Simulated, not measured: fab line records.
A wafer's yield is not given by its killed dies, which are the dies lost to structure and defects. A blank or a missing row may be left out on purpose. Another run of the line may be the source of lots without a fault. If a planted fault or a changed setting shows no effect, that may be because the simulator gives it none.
Comparing a struck lot with a sound one ; flow sky130 ; 37 steps out of a route of 708
Sound: these wafers, L594.2, L594.3, L594.5. The struck wafers were L607.3, L607.4, L607.6. Last of all comes the cause.
Order at every step that has rows: each side's tool, ch and its chambers, its first start. Under that, the readings that differ: sound wafers ; struck wafers ; difference of the means ; sigmas: that difference in standard deviations of wafers without a fault.
alike: readings whose means differ by less than 2 such deviations, and words and numbers that are the same on both sides. not compared: withheld readings, readings that some wafer has no value for, bounds like >300 that may hide the same value, and numbers for which the record gives no deviation and whose values overlap.
Wherever a step has rows on one side only, a row that says differs or no value, or a row with sigmas, the two part there. Non-overlapping numbers with no deviation appear without sigmas and do not part them. Lack of a reading on every wafer of one side parts them only where that side has two or more wafers.

first, 10 steps without rows for these wafers: SKY_CAPM_DEHYDRATE_05 (time 60 s); SKY_CAPM_HMDS_06 (prime time 60 s); SKY_CAPM_COAT_07 (resist thk 1140 nm); SKY_CAPM_SOFTBAKE_08 (time 60 s); SKY_CAPM_EXPOSE_09 (exposes mask CAPM, target cd 1000 nm); SKY_CAPM_PEB_10; SKY_CAPM_DEVELOP_11 (develop time 60 s); SKY_CAPM_METAL_ETCH_13 (etches TiN in Cl2/BCl3, stops on SiO2, target depth 220 nm, time 62.9 s); SKY_CAPM_STRIP_14 (strips in O2/N2); SKY_CAPM_STRIP_15 (strips in post etch residue remover, time 1200 s).
SKY_CAPM_CLEAN_16: cleans in IPA, time 180 s.
  sound on wet-bench-04 ch 0, day 37 19:53; struck on wet-bench-04 ch 1, day 41 15:30
then, 25 steps without rows for these wafers: SKY_CAPM_CLEAN_17 (cleans in O3/DIW); SKY_METAL3_DEHYDRATE_05 (time 60 s); SKY_METAL3_HMDS_06 (prime time 60 s); SKY_METAL3_COAT_07 (resist thk 60 nm); SKY_METAL3_COAT_08 (resist thk 1140 nm); SKY_METAL3_SOFTBAKE_09 (time 90 s); SKY_METAL3_EXPOSE_10 (exposes mask MM3, target cd 300 nm); SKY_METAL3_PEB_11; SKY_METAL3_DEVELOP_12 (develop time 60 s); SKY_METAL3_DESCUM_15 (chemistry O2, time 8 s); SKY_METAL3_ETCH_16 (etches BARC in N2/H2, stops on SiO2, time 88.2 s, target depth 60 nm); SKY_METAL3_ETCH_17 (etches SiO2 in C4F8/O2/Ar, stops on TiN, time 3.9 s, target depth 15 nm); SKY_METAL3_METAL_ETCH_18 (etches the open film in Cl2/BCl3, stops on SiO2, target depth 845 nm, time 183.1 s); SKY_METAL3_STRIP_19 (strips in O2/N2); SKY_METAL3_STRIP_20 (strips in post etch residue remover, time 1200 s); SKY_METAL3_CLEAN_21 (cleans in IPA, time 180 s); SKY_METAL3_CLEAN_22 (cleans in O3/DIW); SKY_VIA3_HDPCVD_00 (deposits SiO2, target thk 1635 nm, time 272.5 s); SKY_VIA3_CMP_02 (polishes SiO2); SKY_VIA3_DEHYDRATE_04 (time 60 s); SKY_VIA3_HMDS_05 (prime time 60 s); SKY_VIA3_COAT_06 (resist thk 60 nm); SKY_VIA3_COAT_07 (resist thk 452.5 nm); SKY_VIA3_SOFTBAKE_08 (time 90 s); SKY_VIA3_EXPOSE_09 (exposes mask VIM3, target cd 200 nm).
-- the record jumps here: 8 days lie between the struck wafers' starts before and after (it left off in module VIA3 and takes up again in module PAD_OPEN, whose first step shown is number 708 of the route) --
SKY_PAD_OPEN_PROBE_99:
  sound: prober-02 at day 46 05:03; struck: prober-02 at day 49 06:53
reading;sound;struck;difference;sigmas
hold;- - -;await-dispo/3.1h/release await-dispo/3.1h/release await-dispo/3.1h/release;no value on the sound wafers;
defect-limited-yield (%);83.7 81.7 78.9;74.8 74.2 73.4;-7.3;-4
killed-at-other;2 0 0;57 52 59;+55;+99 or more
killed-dies;80 90 104;124 127 131;+36;+4
killed-open;47 52 56;31 37 34;-18;-2
sort_bin_3_pad_short (%);0.6 0.4 1.2;2.8 3.0 5.1;+2.9;+7
sort_bin_5_function (%);8.5 11.0 12.8;16.9 17.1 13.8;+5.2;+4
sort-n-pass;412 402 388;368 365 361;-36;-4
sort-yield-pct (%);83.7 81.7 78.9;74.8 74.2 73.4;-7.3;-4
model.etest.tester.sort-n-pass;412 402 388;368 365 361;-36;
model.etest.tester.sort-yield-pct (%);83.74 81.71 78.86;74.8 74.19 73.37;-7.3;
model.etest.tester.sort_bin_5_pct (%);8.537 10.98 12.8;16.87 17.07 13.82;+5.15;
model.etest.tester.sort_bin_3_pct (%);0.6098 0.4065 1.22;2.846 3.049 5.081;+2.913;
  alike: killed_at_M0_to_M3, killed_at_M4_up, killed-at-contacts, killed-at-front-end, killed-short, sort_bin_6_memory

## WHERE THEY PART
Only at SKY_PAD_OPEN_PROBE_99, as far as this record shows.

WHY: the cause the simulator had injected
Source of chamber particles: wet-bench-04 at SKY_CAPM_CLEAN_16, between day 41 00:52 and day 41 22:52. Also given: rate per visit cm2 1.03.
